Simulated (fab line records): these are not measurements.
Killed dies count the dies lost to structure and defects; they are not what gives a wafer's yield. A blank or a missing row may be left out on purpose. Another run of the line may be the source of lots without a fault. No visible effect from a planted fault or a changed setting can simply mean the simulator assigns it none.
The tool behind it: which one? || flow gf180mcu || Sampling: 12 lots, 36 wafers, 4 of 602 route steps

## WHAT THE GAUGES SHOWED, per wafer
GF_V2_BOW_MEAS_05.
{"lot": "L176", "measured": "day 20 13:37", "on": "filmMetro-03", "V2_BOW (um)": "83 80 87"}
{"lot": "L177", "measured": "day 21 01:32", "on": "filmMetro-03", "V2_BOW (um)": "118 111 107"}
{"lot": "L178", "measured": "day 21 10:14", "on": "filmMetro-01", "V2_BOW (um)": "98 101 101"}
{"lot": "L179", "measured": "day 21 17:12", "on": "filmMetro-01", "V2_BOW (um)": "89 84 86"}
{"lot": "L180", "measured": "day 22 08:42", "on": "filmMetro-03", "V2_BOW (um)": "104 113 101"}
{"lot": "L182", "measured": "day 23 02:56", "on": "filmMetro-03", "V2_BOW (um)": "97 110 89"}
{"lot": "L188", "measured": "day 25 01:38", "on": "filmMetro-03", "V2_BOW (um)": "99 107 115"}
{"lot": "L189", "measured": "day 25 09:52", "on": "filmMetro-03", "V2_BOW (um)": "98 103 103"}
{"lot": "L193", "measured": "day 26 11:28", "on": "filmMetro-04", "V2_BOW (um)": "111 104 111"}
{"lot": "L194", "measured": "day 26 20:44", "on": "filmMetro-01", "V2_BOW (um)": "99 101 95"}
{"lot": "L195", "measured": "day 27 01:47", "on": "filmMetro-03", "V2_BOW (um)": "98 86 92"}
{"lot": "L196", "measured": "day 27 09:55", "on": "filmMetro-03", "V2_BOW (um)": "102 101 110"}

## WHAT TOOL EACH LOT RAN ON (gives the tool, then ch and the chambers of the sampled wafers, and finally the start)
{"lot": "L176", "GF_M2_SPUTTER_00": "pvdSputter-03, day 19 11:41", "GF_M2_STRIP_17": "plasmaAsher-01 ch 0,1, day 20 12:24", "GF_V2_CVD_02": "pecvd-02 ch 0,2, day 20 13:11"}
{"lot": "L177", "GF_M2_SPUTTER_00": "pvdSputter-03, day 19 23:46", "GF_M2_STRIP_17": "plasmaAsher-03 ch 1, day 21 00:17", "GF_V2_CVD_02": "pecvd-02 ch 1,2, day 21 01:06"}
{"lot": "L178", "GF_M2_SPUTTER_00": "pvdSputter-04, day 20 08:14", "GF_M2_STRIP_17": "plasmaAsher-01 ch 0,1, day 21 09:06", "GF_V2_CVD_02": "pecvd-02 ch 0,1,2, day 21 09:48"}
{"lot": "L179", "GF_M2_SPUTTER_00": "pvdSputter-03, day 20 14:40", "GF_M2_STRIP_17": "plasmaAsher-01 ch 1, day 21 16:05", "GF_V2_CVD_02": "pecvd-01 ch 0,1, day 21 16:46"}
{"lot": "L180", "GF_M2_SPUTTER_00": "pvdSputter-04, day 21 07:08", "GF_M2_STRIP_17": "plasmaAsher-02 ch 0,1, day 22 07:29", "GF_V2_CVD_02": "pecvd-04 ch 0,2, day 22 08:12"}
{"lot": "L182", "GF_M2_SPUTTER_00": "pvdSputter-02, day 22 02:26", "GF_M2_STRIP_17": "plasmaAsher-02 ch 0,1, day 23 01:49", "GF_V2_CVD_02": "pecvd-01 ch 0,1,2, day 23 02:30"}
{"lot": "L188", "GF_M2_SPUTTER_00": "pvdSputter-04, day 24 01:19", "GF_M2_STRIP_17": "plasmaAsher-01 ch 1, day 25 00:29", "GF_V2_CVD_02": "pecvd-02 ch 0,1,2, day 25 01:11"}
{"lot": "L189", "GF_M2_SPUTTER_00": "pvdSputter-02, day 24 10:12", "GF_M2_STRIP_17": "plasmaAsher-01 ch 0,1, day 25 08:46", "GF_V2_CVD_02": "pecvd-04 ch 1,2, day 25 09:26"}
{"lot": "L193", "GF_M2_SPUTTER_00": "pvdSputter-03, day 25 12:08", "GF_M2_STRIP_17": "plasmaAsher-03 ch 0,1, day 26 10:21", "GF_V2_CVD_02": "pecvd-01 ch 1,2, day 26 11:00"}
{"lot": "L194", "GF_M2_SPUTTER_00": "pvdSputter-03, day 25 21:43", "GF_M2_STRIP_17": "plasmaAsher-03 ch 0, day 26 19:38", "GF_V2_CVD_02": "pecvd-01 ch 0,2, day 26 20:18"}
{"lot": "L195", "GF_M2_SPUTTER_00": "pvdSputter-04, day 26 03:06", "GF_M2_STRIP_17": "plasmaAsher-03 ch 0,1, day 27 00:20", "GF_V2_CVD_02": "pecvd-04 ch 0,1,2, day 27 00:58"}
{"lot": "L196", "GF_M2_SPUTTER_00": "pvdSputter-04, day 26 11:20", "GF_M2_STRIP_17": "plasmaAsher-03 ch 0,1, day 27 08:48", "GF_V2_CVD_02": "pecvd-02 ch 0,1,2, day 27 09:28"}
- GF_M2_SPUTTER_00: material Ti, target thk 37.5 nm, time 150 s.
- GF_M2_STRIP_17: strips in O2/N2.
- GF_V2_CVD_02: deposits SiO2 from TEOS, target thk 850 nm, time 94.851 s.

## AS READ BY THE TOOLS THEMSELVES (means over the sampled wafers that have a number; for cases with no such wafer, the mark the record gives instead)
GF_M2_SPUTTER_00.
{"lot": "L176", "tool": "pvdSputter-03", "cathodeDcPowerW (W)": 3999.6, "chamberPressurePa (Pa)": 2.000, "throttleValvePct (%)": 31.3}
{"lot": "L177", "tool": "pvdSputter-03", "cathodeDcPowerW (W)": 3999.3, "chamberPressurePa (Pa)": 2.003, "throttleValvePct (%)": 30.7}
{"lot": "L178", "tool": "pvdSputter-04", "cathodeDcPowerW (W)": 4000.6, "chamberPressurePa (Pa)": 1.997, "throttleValvePct (%)": 29.8}
{"lot": "L179", "tool": "pvdSputter-03", "cathodeDcPowerW (W)": 3999.8, "chamberPressurePa (Pa)": 2.002, "throttleValvePct (%)": 29.8}
{"lot": "L180", "tool": "pvdSputter-04", "cathodeDcPowerW (W)": 4000.0, "chamberPressurePa (Pa)": 1.997, "throttleValvePct (%)": 29.9}
{"lot": "L182", "tool": "pvdSputter-02", "cathodeDcPowerW (W)": 3999.9, "chamberPressurePa (Pa)": 2.003, "throttleValvePct (%)": 30.6}
{"lot": "L188", "tool": "pvdSputter-04", "cathodeDcPowerW (W)": 3999.9, "chamberPressurePa (Pa)": 1.999, "throttleValvePct (%)": 30.4}
{"lot": "L189", "tool": "pvdSputter-02", "cathodeDcPowerW (W)": 4000.5, "chamberPressurePa (Pa)": 1.998, "throttleValvePct (%)": 29.4}
{"lot": "L193", "tool": "pvdSputter-03", "cathodeDcPowerW (W)": 4001.0, "chamberPressurePa (Pa)": 1.998, "throttleValvePct (%)": 30.1}
{"lot": "L194", "tool": "pvdSputter-03", "cathodeDcPowerW (W)": 4000.1, "chamberPressurePa (Pa)": 2.001, "throttleValvePct (%)": 31.0}
{"lot": "L195", "tool": "pvdSputter-04", "cathodeDcPowerW (W)": 4000.7, "chamberPressurePa (Pa)": 2.002, "throttleValvePct (%)": 30.3}
{"lot": "L196", "tool": "pvdSputter-04", "cathodeDcPowerW (W)": 4000.1, "chamberPressurePa (Pa)": 2.001, "throttleValvePct (%)": 29.6}

GF_M2_STRIP_17.
{"lot": "L176", "tool": "plasmaAsher-01", "drypumpMotorCurrentA (A)": 6.68, "heaterPowerW (W)": 305, "oesProductAu (a.u.)": 0.561, "stripTimeToEndpointS (s)": 7.87}
{"lot": "L177", "tool": "plasmaAsher-03", "drypumpMotorCurrentA (A)": 6.13, "heaterPowerW (W)": 325, "oesProductAu (a.u.)": 0.558, "stripTimeToEndpointS (s)": 7.92}
{"lot": "L178", "tool": "plasmaAsher-01", "drypumpMotorCurrentA (A)": 6.66, "heaterPowerW (W)": 307, "oesProductAu (a.u.)": 0.557, "stripTimeToEndpointS (s)": 7.88}
{"lot": "L179", "tool": "plasmaAsher-01", "drypumpMotorCurrentA (A)": 6.60, "heaterPowerW (W)": 304, "oesProductAu (a.u.)": 0.558, "stripTimeToEndpointS (s)": 7.86}
{"lot": "L180", "tool": "plasmaAsher-02", "drypumpMotorCurrentA (A)": 6.15, "heaterPowerW (W)": 353, "oesProductAu (a.u.)": 0.558, "stripTimeToEndpointS (s)": 7.85}
{"lot": "L182", "tool": "plasmaAsher-02", "drypumpMotorCurrentA (A)": 6.18, "heaterPowerW (W)": 348, "oesProductAu (a.u.)": 0.559, "stripTimeToEndpointS (s)": 7.85}
{"lot": "L188", "tool": "plasmaAsher-01", "drypumpMotorCurrentA (A)": 6.58, "heaterPowerW (W)": 295, "oesProductAu (a.u.)": 0.557, "stripTimeToEndpointS (s)": 7.83}
{"lot": "L189", "tool": "plasmaAsher-01", "drypumpMotorCurrentA (A)": 6.65, "heaterPowerW (W)": 302, "oesProductAu (a.u.)": 0.558, "stripTimeToEndpointS (s)": 7.85}
{"lot": "L193", "tool": "plasmaAsher-03", "drypumpMotorCurrentA (A)": 6.05, "heaterPowerW (W)": 334, "oesProductAu (a.u.)": 0.555, "stripTimeToEndpointS (s)": 7.84}
{"lot": "L194", "tool": "plasmaAsher-03", "drypumpMotorCurrentA (A)": 5.98, "heaterPowerW (W)": 347, "oesProductAu (a.u.)": 0.556, "stripTimeToEndpointS (s)": 7.86}
{"lot": "L195", "tool": "plasmaAsher-03", "drypumpMotorCurrentA (A)": 6.08, "heaterPowerW (W)": 330, "oesProductAu (a.u.)": 0.555, "stripTimeToEndpointS (s)": 7.89}
{"lot": "L196", "tool": "plasmaAsher-03", "drypumpMotorCurrentA (A)": 6.01, "heaterPowerW (W)": 342, "oesProductAu (a.u.)": 0.558, "stripTimeToEndpointS (s)": 7.82}

GF_V2_CVD_02.
{"lot": "L176", "tool": "pecvd-02", "heaterPowerOuterW (W)": 372, "heaterPowerW (W)": 692}
{"lot": "L177", "tool": "pecvd-02", "heaterPowerOuterW (W)": 393, "heaterPowerW (W)": 701}
{"lot": "L178", "tool": "pecvd-02", "heaterPowerOuterW (W)": 379, "heaterPowerW (W)": 689}
{"lot": "L179", "tool": "pecvd-01", "heaterPowerOuterW (W)": 293, "heaterPowerW (W)": 562}
{"lot": "L180", "tool": "pecvd-04", "heaterPowerOuterW (W)": 421, "heaterPowerW (W)": 699}
{"lot": "L182", "tool": "pecvd-01", "heaterPowerOuterW (W)": 336, "heaterPowerW (W)": 604}
{"lot": "L188", "tool": "pecvd-02", "heaterPowerOuterW (W)": 405, "heaterPowerW (W)": 723}
{"lot": "L189", "tool": "pecvd-04", "heaterPowerOuterW (W)": 338, "heaterPowerW (W)": 588}
{"lot": "L193", "tool": "pecvd-01", "heaterPowerOuterW (W)": 323, "heaterPowerW (W)": 566}
{"lot": "L194", "tool": "pecvd-01", "heaterPowerOuterW (W)": 362, "heaterPowerW (W)": 642}
{"lot": "L195", "tool": "pecvd-04", "heaterPowerOuterW (W)": 394, "heaterPowerW (W)": 650}
{"lot": "L196", "tool": "pecvd-02", "heaterPowerOuterW (W)": 366, "heaterPowerW (W)": 675}

## THE ANSWER, worked out from the rows above alone
Rule: what is usual is taken from the lots themselves. The widest of any qualifying gaps counts: lots, ordered by their means at a reading, are off when they make up no more than a third of the lots, leave a main group of 4 or more, and stand apart from it by 3 or more times the standard deviation of that group's means. If all means in a main group match to the digits the tables above print for the reading, that group is not used. A lot without any number at a reading at which 4 lots or more have one is off too. Any other lot the step has rows for is counted as sound. The gauges are gone through in route order, then the tools' own readings, and for those a lot's mean is taken as printed above. At the first step where some lot is off, the reading lying furthest off is the one used; lots without a number count as furthest.
No lot is off at any reading shown: from this, nothing can be told.

## WHAT THE SIMULATOR PUT IN
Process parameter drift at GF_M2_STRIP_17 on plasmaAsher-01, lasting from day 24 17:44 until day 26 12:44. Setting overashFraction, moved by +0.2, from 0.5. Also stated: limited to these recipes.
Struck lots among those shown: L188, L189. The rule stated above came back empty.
